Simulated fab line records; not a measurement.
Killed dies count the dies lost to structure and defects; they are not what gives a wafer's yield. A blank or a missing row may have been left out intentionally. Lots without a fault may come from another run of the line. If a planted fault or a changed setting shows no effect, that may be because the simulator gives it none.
Comparing a struck lot with a sound one | flow sky130 | 24 out of 708 route steps
Sound: these wafers, L891.1, L891.4, L891.5. Struck: wafer L905.3 (L905.4, L905.6, from the same lot, were not struck and are left out); the cause is given at the end.
For every step that has rows: the tool of each side, followed by ch and its chambers, followed by its first start. Under that, the readings that differ: sound wafers | struck wafers | difference of the means | sigmas: that difference in standard deviations of wafers without a fault.
alike: readings with means less than 2 such deviations apart, plus words and numbers identical on both sides. not compared: withheld readings, readings lacking a value on some wafer, bounds such as >300 that could conceal the same value, and numbers that have no deviation in the record and whose values overlap.
The two part at a step that has a row with sigmas, a row that says differs or no value, or rows on one side only. When numbers do not overlap yet have no deviation, they are printed without sigmas and do not part them. A reading that every wafer of one side lacks parts them only if that side has two wafers or more.

SKY_VIA3_CMP_02: polishes SiO2.
  sound on cmp-01 ch 0,3, day 39 08:14; struck on cmp-02 ch 0, day 43 11:46
  reading             | sound          | struck | difference | sigmas
  motor_current_A (A) | 15.5 12.5 14.6 | 10.2   | -4.0       | -3
SKY_VIA3_BOW_MEAS_03:
  sound on film_metro-01, day 39 08:29; struck on film_metro-01, day 43 12:07
  reading       | sound    | struck | difference | sigmas
  VIA3_BOW (um) | 80 78 92 | 65     | -18        | -3
then, 8 steps without rows for these wafers: SKY_VIA3_DEHYDRATE_04 (time 60 s); SKY_VIA3_HMDS_05 (prime time 60 s); SKY_VIA3_COAT_06 (resist thk 60 nm); SKY_VIA3_COAT_07 (resist thk 450 nm); SKY_VIA3_SOFTBAKE_08 (time 90 s); SKY_VIA3_EXPOSE_09 (exposes mask VIM3, target cd 200 nm); SKY_VIA3_PEB_10; SKY_VIA3_DEVELOP_11 (develop time 60 s).
SKY_VIA3_CD_MEAS_12 targets a cd of 200 nm.
  sound on cd_sem-02, day 40 09:29; struck on cd_sem-02, day 44 10:43
  alike: cd_nm
SKY_VIA3_OVL_MEAS_13:
  sound on overlay-02, day 40 09:36; struck on overlay-02, day 44 10:49
  alike: VIA3_OVL
SKY_VIA3_ETCH_14: etches BARC in N2/H2, stops on SiO2, time 45.9 s, target depth 60 nm.
  sound on rie_diel-02 ch 0,1, day 40 09:38; struck on rie_diel-02 ch 0, day 44 10:50
  reading                                     | sound                | struck | difference | sigmas
  oes_product_au (a.u.)                       | 0.849 0.857 0.850    | 0.993  | +0.141     | +29
  run_length_s (s)                            | 74.2 73.4 73.8       | 55.2   | -18.6      | -38
  throttle_valve_pct (%)                      | 13.223 13.226 13.221 | 13.248 | +0.025     | +3
  model.KrF-thick_of_VIA3_COAT_07.thk_nm (nm) | 392.7 393 392.1      | 410.8  | +18.2      |
  model.etch.depth_nm (nm)                    | 59.68 59.45 59.48    | 46.5   | -13.0      |
  model.VIA3.cd_nm (nm)                       | 201.1 197.5 197.3    | 196.5  | -2.1       |
  alike: drypump_motor_current_A
  not compared: rf_hours_counter_h
SKY_VIA3_ETCH_15: etches SiO2 in C4F8/O2/Ar, stops on TiN, target depth 507 nm, time 78 s.
  sound on rie_diel-02 ch 0,1, day 40 09:41; struck on rie_diel-02 ch 0, day 44 10:53
  reading                                     | sound             | struck | difference | sigmas
  oes_product_au (a.u.)                       | 0.939 0.948 0.938 | 0.378  | -0.564     | -99 or more
  model.KrF-thick_of_VIA3_COAT_07.thk_nm (nm) | 293.1 292.2 291   | 309.5  | +17.4      |
  alike: run_length_s
  not compared: rf_hours_counter_h
SKY_VIA3_STRIP_16: strips in O2/N2.
  sound on plasma_asher-04 ch 0,1, day 40 09:44; struck on plasma_asher-01 ch 0, day 44 10:58
  reading                      | sound             | struck | difference | sigmas
  oes_product_au (a.u.)        | 0.401 0.405 0.407 | 0.414  | +0.010     | +2
  strip_time_to_endpoint_s (s) | 4.16 4.12 4.13    | 4.33   | +0.19      | +6
  alike: drypump_motor_current_A
  not compared: rf_hours_counter_h
then, 3 steps without rows for these wafers: SKY_VIA3_STRIP_17 (strips in post etch residue remover, time 1200 s); SKY_VIA3_CLEAN_18 (cleans in IPA, time 180 s); SKY_VIA3_CLEAN_19 (cleans in O3/DIW).
SKY_VIA3_SPUTTER_20: material TiN, target thk 20 nm, time 80 s.
  sound on pvd_sputter-04, day 40 10:20; struck on pvd_sputter-03, day 44 11:32
  alike: throttle_valve_pct
SKY_VIA3_CVD_21: deposits W, target thk 390 nm, time 117.31 s.
  sound on cvd_w-02 ch 0,1, day 40 10:23; struck on cvd_w-02 ch 0, day 44 11:38
  alike: heater_power_w
  not compared: since_wet_clean_h
SKY_VIA3_CMP_24: polishes, stops on SiO2, t overpolish 20 s, target thk 0 nm.
  sound on cmp-01 ch 0,2, day 40 10:44; struck on cmp-02 ch 2, day 44 11:55
  reading                | sound     | struck | difference | sigmas
  time_to_endpoint_s (s) | 99 102 98 | 91     | -9         | -2
  alike: motor_current_A, overpolish_run_s
SKY_METAL4_SPUTTER_00: material Ti, target thk 15 nm, time 10 s.
  rows exist in the record for the sound wafers here (pvd_sputter-03, day 40 10:59), none for the struck ones
SKY_METAL4_SPUTTER_01: material TiN, target thk 20 nm, time 16.7 s.
  rows exist in the record for the sound wafers here (pvd_sputter-03, day 40 11:01), none for the struck ones
SKY_METAL4_SPUTTER_02: material AlCu, target thk 735 nm, time 39.1 s.
  rows exist in the record for the sound wafers here (pvd_sputter-03, day 40 11:02), none for the struck ones

== WHERE THEY PART ==
Last at SKY_METAL4_SPUTTER_02 as far as this record goes, first at SKY_VIA3_CMP_02.

WHY: what had been put in by the simulator
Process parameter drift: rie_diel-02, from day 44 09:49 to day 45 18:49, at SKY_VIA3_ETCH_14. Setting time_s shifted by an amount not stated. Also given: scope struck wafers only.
